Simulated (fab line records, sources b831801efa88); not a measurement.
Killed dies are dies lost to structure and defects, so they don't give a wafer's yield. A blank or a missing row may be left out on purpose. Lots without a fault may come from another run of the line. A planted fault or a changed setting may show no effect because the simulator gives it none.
fab line records | flow sky130 | part 1 of 2: steps 1 to 25 of 35
record lots=5 wafers=15 last_day=50
route steps=708 shown RES_XHIGH@338 SD_N@342 SD_P@359 SALICIDE@361 LI_CONTACT@362
lots that met no fault: from a run of the same line without faults
start_h: hours from the record's first day to the start of the lot's first wafer shown | wait_h: hours since the lot's step before | " the same as in the row above | L1.1+2: a row that stands for several wafers | - no value, or no start given | * or withheld: withheld | < > ~ a bound
route shown NAME@n: a module of which the file shows steps, and the number in the route of the first | usual: mean/standard deviation of fault-free wafers | same: alike in all rows | chamber/n: place in a boat | sites: the reading at each site | _std_site: their standard deviation | _edge_site: outer sites' mean less inner sites' | radius_mm: how far each site lies from the wafer's centre | mask NAME#n: copy n | behind: the tool/chamber that last shaped the wafer | hold: why the lot was held/for how many hours/how that ended | device: the transistor (n, p or np) that didn't switch | end of line: the same wafers' tests at the end of the route | a step without rows: its recipe alone | killed: dies lost to structure and defects at the first sort, not the wafer's yield | map: a wafer's dies, x killed, . not, _ none there
set.NAME: the setting as run; set.NAME@STEP: as run at that earlier step | model.NAME: the simulator's own value behind a step, which no gauge read
lots at some steps of the route; a table a step, a row a wafer
services: from which hour (start_h, from the record's first day; less than 0 if before it) a tool's chamber was out of use, for how many hours, and why
## steps
# step SKY_RES_XHIGH_DEVELOP_06
# recipe resist=NOVOLAK developer=TMAH develop_time_s=60 dev_temp_c=23
# usual exhaust_pa=45.1/0.87
# columns lot.wafer tool chamber start_h wait_h exhaust_pa
L079.1 litho_track-02 0 648.78 0.1 45.3
L079.3 " 0 " " 46.4
L079.5 " 0 " " 44.7
L084.3 litho_track-02 0 700.18 0.1 46.0
L084.4 " 0 " " 46.4
L084.6 " 0 " " 44.4
L088.1 litho_track-04 0 721.70 0.1 46.0
L088.4 " 0 " " 44.5
L088.5 " 0 " " 46.4
L092.1 litho_track-02 0 789.63 0.1 46.2
L092.4 " 0 " " 46.2
L092.6 " 0 " " 45.7
L091.2 litho_track-02 0 792.45 0.1 44.1
L091.5 " 0 " " 44.5
L091.6 " 0 " " 45.1
# step SKY_RES_XHIGH_IMPLANT_07
# recipe species=BF2 energy_kev=20 dose_cm2=3.6e+14 tilt_deg=0
# usual beam_energy_keV=19.999/0.0062 faraday_current_uA=559/50
# columns lot.wafer tool chamber start_h wait_h beam_energy_keV faraday_current_uA
L079.1 implanter-01 0 648.93 0.1 19.996 564
L079.3 " 0 " " 19.990 550
L079.5 " 0 " " 19.992 567
L084.3 implanter-03 0 700.33 0.1 20.001 513
L084.4 " 0 " " 19.997 495
L084.6 " 0 " " 19.993 498
L088.1 implanter-01 0 721.85 0.1 20.000 575
L088.4 " 0 " " 19.993 586
L088.5 " 0 " " 19.995 554
L092.1 implanter-03 0 789.78 0.1 19.984 496
L092.4 " 0 " " 19.997 500
L092.6 " 0 " " 19.994 501
L091.2 implanter-04 0 792.60 0.1 20.005 663
L091.5 " 0 " " 20.000 651
L091.6 " 0 " " 19.998 643
# step SKY_RES_XHIGH_STRIP_08
# recipe chemistry=O2/N2 power_w=1400 pressure_mtorr=1500 platen_temp_c=withheld o2_flow_sccm=3000 n2_flow_sccm=300 overash_fraction=0.5
# usual drypump_motor_current_A=5.5/0.37 oes_product_au=0.712/0.0044 strip_time_to_endpoint_s=14.27/0.032
# columns lot.wafer tool chamber start_h wait_h drypump_motor_current_A oes_product_au rf_hours_counter_h strip_time_to_endpoint_s
L079.1 plasma_asher-01 0 649.08 0.1 5.6 0.717 87 14.29
L079.3 " 1 " " 4.9 0.709 - 14.28
L079.5 " 0 " " 5.6 0.703 - 14.23
L084.3 plasma_asher-01 1 700.46 0.1 4.9 0.717 - 14.26
L084.4 " 0 " " 5.6 0.715 - 14.27
L084.6 " 0 " " 5.6 0.715 - 14.28
L088.1 plasma_asher-04 1 722.00 0.1 6.1 0.711 29 14.22
L088.4 " 1 " " 6.1 0.708 - 14.25
L088.5 " 0 " " 5.8 0.712 - 14.22
L092.1 plasma_asher-01 0 789.93 0.1 5.6 0.710 101 14.27
L092.4 " 0 " " 5.6 0.722 - 14.28
L092.6 " 0 " " 5.6 0.708 - 14.29
L091.2 plasma_asher-02 1 792.73 0.1 5.2 0.710 68 14.24
L091.5 " 0 " " 5.4 0.712 - 14.22
L091.6 " 1 " " 5.2 0.709 - 14.24
# step SKY_RES_XHIGH_TW_MEAS_09
# usual RES_XHIGH_TW=1632/9.4
# columns lot.wafer tool chamber start_h wait_h RES_XHIGH_TW
L079.1 film_metro-02 - 649.18 0.1 1623
L079.3 " - " " 1620
L079.5 " - " " 1624
L084.3 film_metro-01 - 700.55 0.1 1627
L084.4 " - " " 1620
L084.6 " - " " 1635
L088.1 film_metro-03 - 722.10 0.1 1643
L088.4 " - " " 1635
L088.5 " - " " 1644
L092.1 film_metro-03 - 790.03 0.1 1639
L092.4 " - " " 1639
L092.6 " - " " 1624
L091.2 film_metro-02 - 792.84 0.1 1610
L091.5 " - " " 1616
L091.6 " - " " 1623
# step SKY_SD_N_DEHYDRATE_00
# recipe temp_c=200 time_s=60
# usual exhaust_pa=44.8/0.97
# columns lot.wafer tool chamber start_h wait_h exhaust_pa
L079.1 litho_track-04 0 662.95 13.8 44.3
L079.3 " 0 " " 43.2
L079.5 " 0 " " 44.3
L084.3 litho_track-03 0 714.05 13.5 44.9
L084.4 " 0 " " 45.9
L084.6 " 0 " " 45.6
L088.1 litho_track-03 0 734.70 12.6 44.2
L088.4 " 0 " " 46.4
L088.5 " 0 " " 44.6
L092.1 litho_track-01 0 801.65 11.6 45.6
L092.4 " 0 " " 45.3
L092.6 " 0 " " 44.8
L091.2 litho_track-04 0 805.18 12.3 45.5
L091.5 " 0 " " 45.4
L091.6 " 0 " " 45.7
# step SKY_SD_N_HMDS_01
# recipe prime_time_s=60 prime_temp_c=120
# usual exhaust_pa=45.1/0.8
# columns lot.wafer tool chamber start_h wait_h exhaust_pa
L079.1 litho_track-04 0 663.10 0.1 45.7
L079.3 " 0 " " 45.0
L079.5 " 0 " " 44.9
L084.3 litho_track-03 0 714.20 0.1 44.2
L084.4 " 0 " " 45.2
L084.6 " 0 " " 45.5
L088.1 litho_track-03 0 734.85 0.1 43.8
L088.4 " 0 " " 43.8
L088.5 " 0 " " 44.7
L092.1 litho_track-01 0 801.80 0.1 46.3
L092.4 " 0 " " 43.5
L092.6 " 0 " " 46.2
L091.2 litho_track-04 0 805.33 0.1 45.0
L091.5 " 0 " " 45.5
L091.6 " 0 " " 45.7
# step SKY_SD_N_COAT_02
# recipe resist=NOVOLAK spin_rpm=3000 resist_thk_nm=1140
# usual dispense_pressure_kPa=47.2/2.8 exhaust_pa=45.1/0.84
# columns lot.wafer tool chamber start_h wait_h dispense_pressure_kPa exhaust_pa
L079.1 litho_track-04 0 663.25 0.1 48.9 44.6
L079.3 " 0 " " 48.9 44.2
L079.5 " 0 " " 48.9 45.2
L084.3 litho_track-03 0 714.35 0.1 42.9 45.5
L084.4 " 0 " " 43.0 44.6
L084.6 " 0 " " 43.0 44.7
L088.1 litho_track-03 0 735.00 0.1 43.0 45.1
L088.4 " 0 " " 43.0 44.4
L088.5 " 0 " " 42.9 43.8
L092.1 litho_track-01 0 801.95 0.1 49.1 44.8
L092.4 " 0 " " 49.1 44.8
L092.6 " 0 " " 49.1 44.0
L091.2 litho_track-04 0 805.48 0.1 48.9 44.1
L091.5 " 0 " " 48.9 45.7
L091.6 " 0 " " 48.9 47.8
# step SKY_SD_N_SOFTBAKE_03
# recipe temp_c=90 time_s=60 resist=NOVOLAK
# usual exhaust_pa=44.9/0.86
# columns lot.wafer tool chamber start_h wait_h exhaust_pa
L079.1 litho_track-04 0 663.40 0.1 43.1
L079.3 " 0 " " 44.7
L079.5 " 0 " " 44.5
L084.3 litho_track-03 0 714.50 0.1 45.0
L084.4 " 0 " " 45.4
L084.6 " 0 " " 44.6
L088.1 litho_track-03 0 735.15 0.1 45.8
L088.4 " 0 " " 44.4
L088.5 " 0 " " 45.2
L092.1 litho_track-01 0 802.10 0.1 43.7
L092.4 " 0 " " 43.9
L092.6 " 0 " " 42.6
L091.2 litho_track-04 0 805.63 0.1 45.5
L091.5 " 0 " " 44.5
L091.6 " 0 " " 44.7
# step SKY_SD_N_EXPOSE_04
# recipe mask_id=NSDM na=0.6 source_shape=conventional sigma_outer=0.6 polarization=unpolarized target_cd_nm=380 dose_mj=144.1
# usual reticle_temp_C=22.98/0.11
# columns lot.wafer tool chamber start_h wait_h mask reticle_temp_C
L079.1 iline_stepper-01 0 - - NSDM#0 22.75
L079.3 " 0 " " NSDM#0 23.00
L079.5 " 0 " " NSDM#0 23.00
L084.3 iline_stepper-01 0 - - NSDM#0 22.95
L084.4 " 0 " " NSDM#0 23.02
L084.6 " 0 " " NSDM#0 22.83
L088.1 iline_stepper-02 0 - - NSDM#0 23.04
L088.4 " 0 " " NSDM#0 22.97
L088.5 " 0 " " NSDM#0 22.91
L092.1 iline_stepper-01 0 - - NSDM#0 22.93
L092.4 " 0 " " NSDM#0 23.12
L092.6 " 0 " " NSDM#0 22.97
L091.2 iline_stepper-02 0 - - NSDM#0 23.02
L091.5 " 0 " " NSDM#0 23.06
L091.6 " 0 " " NSDM#0 22.99
# step SKY_SD_N_PEB_05
# recipe temp_c=withheld time_s=* resist=NOVOLAK
# usual exhaust_pa=45.0/0.96
# columns lot.wafer tool chamber start_h wait_h exhaust_pa
L079.1 litho_track-04 0 - - 45.7
L079.3 " 0 " " 45.3
L079.5 " 0 " " 44.6
L084.3 litho_track-03 0 - - 45.0
L084.4 " 0 " " 45.9
L084.6 " 0 " " 45.5
L088.1 litho_track-04 0 - - 45.4
L088.4 " 0 " " 45.4
L088.5 " 0 " " 46.0
L092.1 litho_track-03 0 - - 41.7
L092.4 " 0 " " 44.0
L092.6 " 0 " " 44.7
L091.2 litho_track-04 0 - - 45.7
L091.5 " 0 " " 46.0
L091.6 " 0 " " 45.1
# step SKY_SD_N_DEVELOP_06
# recipe resist=NOVOLAK developer=TMAH develop_time_s=60 dev_temp_c=23
# usual exhaust_pa=45.0/0.91
# columns lot.wafer tool chamber start_h wait_h exhaust_pa
L079.1 litho_track-04 0 677.35 0.1 44.7
L079.3 " 0 " " 44.9
L079.5 " 0 " " 45.9
L084.3 litho_track-03 0 727.65 0.1 44.7
L084.4 " 0 " " 45.3
L084.6 " 0 " " 44.5
L088.1 litho_track-04 0 749.00 0.1 45.0
L088.4 " 0 " " 45.9
L088.5 " 0 " " 46.3
L092.1 litho_track-03 0 815.30 0.1 43.9
L092.4 " 0 " " 44.2
L092.6 " 0 " " 44.7
L091.2 litho_track-04 0 818.33 0.1 45.8
L091.5 " 0 " " 45.0
L091.6 " 0 " " 45.3
# step SKY_SD_N_CD_MEAS_07
# recipe target_cd_nm=380
# usual cd_nm=380/3.1
# columns lot.wafer tool chamber start_h wait_h cd_nm
L079.1 cd_sem-01 - 677.50 0.1 381
L079.3 " - " " 383
L079.5 " - " " 381
L084.3 cd_sem-02 - 727.79 0.1 378
L084.4 " - " " 379
L084.6 " - " " 380
L088.1 cd_sem-02 - 749.15 0.1 382
L088.4 " - " " 384
L088.5 " - " " 383
L092.1 cd_sem-01 - 815.45 0.1 380
L092.4 " - " " 379
L092.6 " - " " 381
L091.2 cd_sem-01 - 818.47 0.1 381
L091.5 " - " " 382
L091.6 " - " " 379
# step SKY_SD_N_OVL_MEAS_08
# usual SD_N_OVL=-0.3/1.2
# columns lot.wafer tool chamber start_h wait_h SD_N_OVL[nm]
L079.1 overlay-02 - 677.62 0.1 -0.6
L079.3 " - " " -0.2
L079.5 " - " " 0.6
L084.3 overlay-02 - 727.89 0.1 -0.1
L084.4 " - " " 1.3
L084.6 " - " " 0.7
L088.1 overlay-01 - 749.27 0.1 -0.7
L088.4 " - " " -0.9
L088.5 " - " " 0.7
L092.1 overlay-02 - 815.57 0.1 -0.3
L092.4 " - " " -0.7
L092.6 " - " " -0.9
L091.2 overlay-02 - 818.58 0.1 -1.2
L091.5 " - " " -1.4
L091.6 " - " " -0.3
# step SKY_SD_N_IMPLANT_09
# recipe species=As energy_kev=50 dose_cm2=4e+15 tilt_deg=0
# usual beam_energy_keV=49.995/0.016 faraday_current_uA=13086/980
# columns lot.wafer tool chamber start_h wait_h beam_energy_keV faraday_current_uA
L079.1 implanter-02 0 677.66 0.0 49.970 14222
L079.3 " 0 " " 49.994 13862
L079.5 " 0 " " 49.998 14253
L084.3 implanter-01 0 727.96 0.1 49.988 13347
L084.4 " 0 " " 50.002 12874
L084.6 " 0 " " 50.005 13451
L088.1 implanter-01 0 749.31 0.0 50.003 12953
L088.4 " 0 " " 50.012 12614
L088.5 " 0 " " 50.013 13063
L092.1 implanter-02 0 815.61 0.0 50.000 14362
L092.4 " 0 " " 50.017 14060
L092.6 " 0 " " 49.990 14368
L091.2 implanter-01 0 818.63 0.0 49.999 13466
L091.5 " 0 " " 49.986 13234
L091.6 " 0 " " 49.977 12849
# step SKY_SD_N_IMPLANT_10
# recipe species=P energy_kev=20 dose_cm2=1e+14 tilt_deg=0
# usual beam_energy_keV=19.999/0.0061 faraday_current_uA=551/30
# columns lot.wafer tool chamber start_h wait_h beam_energy_keV faraday_current_uA
L079.1 implanter-02 0 677.81 0.1 19.995 566
L079.3 " 0 " " 19.994 568
L079.5 " 0 " " 19.999 571
L084.3 implanter-01 0 728.11 0.1 20.000 562
L084.4 " 0 " " 20.009 554
L084.6 " 0 " " 19.998 569
L088.1 implanter-01 0 749.46 0.1 20.002 580
L088.4 " 0 " " 19.995 536
L088.5 " 0 " " 19.994 550
L092.1 implanter-02 0 815.76 0.1 20.004 564
L092.4 " 0 " " 20.002 563
L092.6 " 0 " " 20.000 552
L091.2 implanter-01 0 818.78 0.1 19.986 567
L091.5 " 0 " " 19.991 551
L091.6 " 0 " " 19.989 567
# step SKY_SD_N_STRIP_11
# recipe chemistry=O2/N2 power_w=1400 pressure_mtorr=1500 platen_temp_c=withheld o2_flow_sccm=3000 n2_flow_sccm=300 overash_fraction=0.5
# usual drypump_motor_current_A=5.5/0.41 oes_product_au=0.526/0.0042 strip_time_to_endpoint_s=22.54/0.045
# columns lot.wafer tool chamber start_h wait_h drypump_motor_current_A oes_product_au rf_hours_counter_h strip_time_to_endpoint_s
L079.1 plasma_asher-04 0 677.96 0.1 5.8 0.531 25 22.57
L079.3 " 0 " " 5.8 0.536 - 22.62
L079.5 " 1 " " 6.1 0.527 - 22.57
L084.3 plasma_asher-04 0 728.24 0.1 5.8 0.529 - 22.51
L084.4 " 1 " " 6.1 0.528 - 22.47
L084.6 " 1 " " 6.1 0.526 - 22.47
L088.1 plasma_asher-01 1 749.61 0.1 4.9 0.524 97 22.53
L088.4 " 1 " " 4.9 0.524 - 22.49
L088.5 " 1 " " 4.9 0.533 - 22.51
L092.1 plasma_asher-03 1 815.91 0.1 5.2 0.530 7 22.61
L092.4 " 0 " " 5.7 0.521 - 22.61
L092.6 " 1 " " 5.1 0.524 - 22.55
L091.2 plasma_asher-01 0 818.91 0.1 5.6 0.531 104 22.49
L091.5 " 0 " " 5.6 0.520 - 22.50
L091.6 " 1 " " 4.9 0.531 - 22.51
# step SKY_SD_N_TW_MEAS_12
# usual SD_N_TW=3959/19
# columns lot.wafer tool chamber start_h wait_h SD_N_TW
L079.1 film_metro-03 - 678.06 0.1 3991
L079.3 " - " " 3988
L079.5 " - " " 3976
L084.3 film_metro-02 - 728.33 0.1 3942
L084.4 " - " " 3944
L084.6 " - " " 3977
L088.1 film_metro-01 - 749.71 0.1 3938
L088.4 " - " " 3942
L088.5 " - " " 3940
L092.1 film_metro-02 - 816.01 0.1 3949
L092.4 " - " " 3965
L092.6 " - " " 3962
L091.2 film_metro-03 - 819.02 0.1 3981
L091.5 " - " " 3981
L091.6 " - " " 4002
# step SKY_SD_N_CLEAN_13
# recipe chemistry=SC1/SC2 mix=1:4:20 temp_c=70 time_s=150 dry=n2_spin
# usual bath_guard_temp_C=70.0/0.65
# columns lot.wafer tool chamber start_h wait_h bath_guard_temp_C
L079.1 wet_bench-01 1 678.12 0.1 69.7
L079.3 " 1 " " 69.4
L079.5 " 1 " " 69.5
L084.3 wet_bench-01 2 728.37 0.0 69.6
L084.4 " 2 " " 69.4
L084.6 " 2 " " 69.4
L088.1 wet_bench-04 3 749.77 0.1 70.1
L088.4 " 3 " " 70.2
L088.5 " 3 " " 70.2
L092.1 wet_bench-04 1 816.07 0.1 69.8
L092.4 " 1 " " 69.5
L092.6 " 1 " " 70.2
L091.2 wet_bench-01 0 819.07 0.0 71.1
L091.5 " 0 " " 71.5
L091.6 " 0 " " 71.1
# step SKY_SD_N_RTA_14
# recipe temp_c=1075 time_s=2 idle_temp_c=650 ramp_up_c_per_s=150 ramp_down_c_per_s=90 ambient=N2
# usual lamp_power_pct=15.74/0.051 ramp_down_c_per_s=90.001/0.015 wafer_temp_C_max=1078.2/1.6
# columns lot.wafer tool chamber start_h wait_h lamp_power_pct ramp_down_c_per_s wafer_temp_C_max
L079.1 rtp_anneal-01 0 678.18 0.0 15.80 90.002 1078.0
L079.3 " 0 " " 15.78 90.010 1076.7
L079.5 " 0 " " 15.78 90.005 1079.6
L084.3 rtp_anneal-01 0 728.44 0.0 15.78 90.021 1078.7
L084.4 " 0 " " 15.72 90.010 1078.1
L084.6 " 0 " " 15.72 90.002 1079.0
L088.1 rtp_anneal-01 0 749.82 0.0 15.83 90.001 1077.9
L088.4 " 0 " " 15.74 90.020 1078.2
L088.5 " 0 " " 15.78 89.988 1079.1
L092.1 rtp_anneal-01 0 816.12 0.0 15.73 89.983 1075.5
L092.4 " 0 " " 15.81 90.000 1077.9
L092.6 " 0 " " 15.71 89.991 1078.3
L091.2 rtp_anneal-02 0 819.13 0.0 15.73 90.018 1079.2
L091.5 " 0 " " 15.74 89.986 1079.7
L091.6 " 0 " " 15.70 90.024 1078.8
# step SKY_SD_N_RS_MEAS_16
# recipe thk_meas_gauge=four-point-probe
# usual SD_N_RS=68.62/0.12
# columns lot.wafer tool chamber start_h wait_h SD_N_RS[ohm/sq]
L079.1 film_metro-02 - 678.35 0.1 68.62
L079.3 " - " " 68.67
L079.5 " - " " 68.59
L084.3 film_metro-02 - 728.63 0.1 68.76
L084.4 " - " " 68.58
L084.6 " - " " 68.59
L088.1 film_metro-02 - 749.99 0.1 68.69
L088.4 " - " " 68.57
L088.5 " - " " 68.62
L092.1 film_metro-03 - 816.29 0.1 68.44
L092.4 " - " " 68.60
L092.6 " - " " 68.55
L091.2 film_metro-01 - 819.31 0.1 68.63
L091.5 " - " " 68.67
L091.6 " - " " 68.64
# step SKY_SD_N_RS_MEAS_17
# recipe thk_meas_gauge=four-point-probe
# usual SD_P_RS=147.3/0.39
# columns lot.wafer tool chamber start_h wait_h SD_P_RS[ohm/sq]
L079.1 film_metro-02 - 678.47 0.1 147.0
L079.3 " - " " 146.8
L079.5 " - " " 146.8
L084.3 film_metro-02 - 728.75 0.1 147.3
L084.4 " - " " 146.8
L084.6 " - " " 147.3
L088.1 film_metro-02 - 750.11 0.1 147.2
L088.4 " - " " 147.1
L088.5 " - " " 147.3
L092.1 film_metro-03 - 816.41 0.1 147.1
L092.4 " - " " 147.2
L092.6 " - " " 147.2
L091.2 film_metro-01 - 819.43 0.1 147.3
L091.5 " - " " 147.4
L091.6 " - " " 147.2
# step SKY_SD_N_RS_MEAS_18
# recipe thk_meas_gauge=four-point-probe
# usual RES_XHIGH_RS=333.4/1
# columns lot.wafer tool chamber start_h wait_h RES_XHIGH_RS[ohm/sq]
L079.1 film_metro-02 - 678.59 0.1 334.2
L079.3 " - " " 333.5
L079.5 " - " " 333.9
L084.3 film_metro-02 - 728.87 0.1 333.0
L084.4 " - " " 333.3
L084.6 " - " " 333.1
L088.1 film_metro-02 - 750.23 0.1 333.8
L088.4 " - " " 334.5
L088.5 " - " " 334.0
L092.1 film_metro-03 - 816.53 0.1 333.9
L092.4 " - " " 333.6
L092.6 " - " " 335.1
L091.2 film_metro-01 - 819.55 0.1 332.7
L091.5 " - " " 332.1
L091.6 " - " " 332.5
# step SKY_SALICIDE_CLEAN_00
# recipe chemistry=HF-last time_s=30 dilution=100:1 dry=ipa_marangoni
# columns lot.wafer tool chamber start_h wait_h
L079.1+3+5 wet_bench-02 1 678.71 0.1
L084.3+4+6 wet_bench-01 2 728.95 0.1
L088.1+4+5 wet_bench-01 0 750.35 0.1
L092.1+4+6 wet_bench-03 2 816.65 0.1
L091.2+5+6 wet_bench-02 0 819.65 0.1
# step SKY_LI_CONTACT_HDPCVD_00
# recipe material=PSG target_thk_nm=930 sigma_open_frac=0.3 time_s=155 temp_c=600 sih4_flow_sccm=60 pressure_mtorr=6
# columns lot.wafer tool chamber start_h wait_h
L079.1+3+5 hdpcvd-01 2,0,0 678.73 0.0
L084.3+4+6 hdpcvd-02 0,2,1 728.97 0.0
L088.1+4+5 hdpcvd-01 1,2,1 750.37 0.0
L092.1+4+6 hdpcvd-02 1,2,0 816.67 0.0
L091.2+5+6 hdpcvd-02 1,2,0 819.67 0.0
# step SKY_LI_CONTACT_THK_MEAS_01
# recipe reads=PSG_of_LI_CONTACT_HDPCVD_00
# usual LI_CONTACT_HDPCVD_THK=926/12
# columns lot.wafer tool chamber start_h wait_h LI_CONTACT_HDPCVD_THK[nm]
L079.1 film_metro-01 - 678.83 0.1 932
L079.3 " - " " 931
L079.5 " - " " 936
L084.3 film_metro-02 - 729.09 0.1 908
L084.4 " - " " 915
L084.6 " - " " 936
L088.1 film_metro-02 - 750.47 0.1 929
L088.4 " - " " 926
L088.5 " - " " 933
L092.1 film_metro-01 - 816.78 0.1 935
L092.4 " - " " 936
L092.6 " - " " 927
L091.2 film_metro-01 - 819.78 0.1 925
L091.5 " - " " 936
L091.6 " - " " 908
